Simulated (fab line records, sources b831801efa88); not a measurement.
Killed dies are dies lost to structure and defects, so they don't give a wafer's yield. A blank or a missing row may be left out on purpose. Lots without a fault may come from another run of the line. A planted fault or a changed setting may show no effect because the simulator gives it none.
Which tool did it? | flow sky130 | 10 lots, 29 wafers sampled, at 4 steps of a route of 708

WHAT THE GAUGES READ, wafer by wafer
SKY_VIA2_CD_MEAS_12: target cd 200 nm.
lot  | measured     | on        | cd_nm (nm)
L607 | day 36 05:35 | cd_sem-01 | 200.9 200.8 202.0
L608 | day 36 13:03 | cd_sem-01 | 200.0 200.0 200.5
L609 | day 37 00:27 | cd_sem-02 | 199.7 200.7 200.3
L611 | day 37 18:26 | cd_sem-01 | 199.0 197.9 198.2
L617 | day 39 08:08 | cd_sem-02 | 200.4 201.0
L623 | day 41 04:00 | cd_sem-01 | 200.0 200.0 200.9
L626 | day 42 01:58 | cd_sem-01 | 199.2 199.8 199.4
L628 | day 42 03:50 | cd_sem-01 | 199.7 199.7 200.0
L629 | day 42 11:20 | cd_sem-01 | 200.7 199.8 199.3
L630 | day 42 16:07 | cd_sem-01 | 201.2 200.3 200.0

SKY_VIA2_OVL_MEAS_13.
lot  | measured     | on         | VIA2_OVL (nm)
L607 | day 36 05:42 | overlay-01 | -9 -16 -7
L608 | day 36 13:09 | overlay-01 | 8 3 3
L609 | day 37 00:32 | overlay-01 | -3 0 -3
L611 | day 37 18:34 | overlay-01 | -7 5 4
L617 | day 39 08:15 | overlay-02 | -7 -17
L623 | day 41 04:05 | overlay-01 | -11 -10 -9
L626 | day 42 02:04 | overlay-01 | -7 -11 -5
L628 | day 42 03:58 | overlay-01 | 7 4 10
L629 | day 42 11:27 | overlay-01 | -8 -2 7
L630 | day 42 16:14 | overlay-02 | -2 -6 -12

SKY_VIA3_THK_MEAS_23: measures by xrf.
lot  | measured     | on            | VIA3_W_THK (nm)
L607 | day 39 15:48 | film_metro-04 | 402 411 403
L608 | day 39 21:26 | film_metro-03 | 392 395 391
L609 | day 40 08:57 | film_metro-02 | 394 392 392
L611 | day 41 01:50 | film_metro-04 | 417 407 403
L617 | day 42 12:55 | film_metro-04 | 398 401
L623 | day 44 06:56 | film_metro-02 | 391 392 392
L626 | day 45 02:52 | film_metro-03 | 391 389 391
L628 | day 45 05:00 | film_metro-02 | 389 388 383
L629 | day 45 12:10 | film_metro-02 | 392 399 400
L630 | day 45 15:45 | film_metro-03 | 385 388 390

WHICH TOOL RAN EACH LOT (tool, then ch and the chambers of the sampled wafers, then the start)
lot  | SKY_METAL3_ETCH_16
L607 | rie_metal-01 ch 0,1, day 38 12:02
L608 | rie_metal-03 ch 0,1, day 38 18:17
L609 | rie_metal-04 ch 0,1, day 39 05:24
L611 | rie_metal-04 ch 0,1, day 39 22:44
L617 | rie_metal-04 ch 0, day 41 10:53
L623 | rie_metal-03 ch 0,1, day 43 04:53
L626 | rie_metal-01 ch 0,1, day 44 02:41
L628 | rie_metal-01 ch 0,1, day 44 05:07
L629 | rie_metal-04 ch 0,1, day 44 12:11
L630 | rie_metal-04 ch 0,1, day 44 16:16
- SKY_METAL3_ETCH_16: etches BARC in N2/H2, stops on SiO2, time 88.2 s, target depth 60 nm.

WHAT THE TOOLS THEMSELVES READ (means of the sampled wafers that have a number; where no wafer has one, the mark that the record gives instead)
SKY_METAL3_ETCH_16.
lot  | tool         | drypump_motor_current_A (A) | n2_flow_sccm (sccm) | oes_product_au (a.u.) | run_length_s (s) | throttle_valve_pct (%)
L607 | rie_metal-01 | 5.5                         | 99.8                | 0.625                 | 116.4            | 13.194
L608 | rie_metal-03 | 6.0                         | 100.2               | 0.624                 | 116.3            | 13.203
L609 | rie_metal-04 | 6.3                         | 99.8                | 0.623                 | 116.6            | 13.203
L611 | rie_metal-04 | 6.3                         | 99.6                | 0.627                 | 116.3            | 13.203
L617 | rie_metal-04 | 6.5                         | 99.8                | 0.613                 | 120.2            | 13.204
L623 | rie_metal-03 | 6.0                         | 100.0               | 0.623                 | 116.4            | 13.210
L626 | rie_metal-01 | 5.2                         | 100.4               | 0.628                 | 116.7            | 13.202
L628 | rie_metal-01 | 5.2                         | 99.7                | 0.625                 | 116.7            | 13.204
L629 | rie_metal-04 | 6.2                         | 100.1               | 0.624                 | 116.1            | 13.207
L630 | rie_metal-04 | 6.2                         | 100.2               | 0.630                 | 116.2            | 13.206

THE ANSWER, worked out from the rows above alone
Rule: what is usual is taken from the lots themselves. Put in order of their means at a reading, lots are off if they are a third of the lots or fewer, leave a main group of 4 or more, and stand apart from it by a gap of 3 or more times the standard deviation of the main group's means; of several such gaps the widest counts. A main group whose means are all the same, to the digits that the tables above print for the reading, isn't used. A lot without any number at a reading at which 4 lots or more have one is off too. The other lots that the step has rows for count as sound. The gauges are gone through in route order, then the tools' own readings, and for those a lot's mean is taken as printed above. The first step at which some lot is off is used, and at that step the reading that is off furthest; a lot without a number counts as furthest.
Off: L617, at SKY_METAL3_ETCH_16 (run_length_s). The main group: mean 116.4 s, standard deviation 0.2.
A tool fits if, at that step or a process step before it, it ran every lot that is off, and no sound lot after the first of them. None of those tried fits.

WHAT THE SIMULATOR HAD PUT IN
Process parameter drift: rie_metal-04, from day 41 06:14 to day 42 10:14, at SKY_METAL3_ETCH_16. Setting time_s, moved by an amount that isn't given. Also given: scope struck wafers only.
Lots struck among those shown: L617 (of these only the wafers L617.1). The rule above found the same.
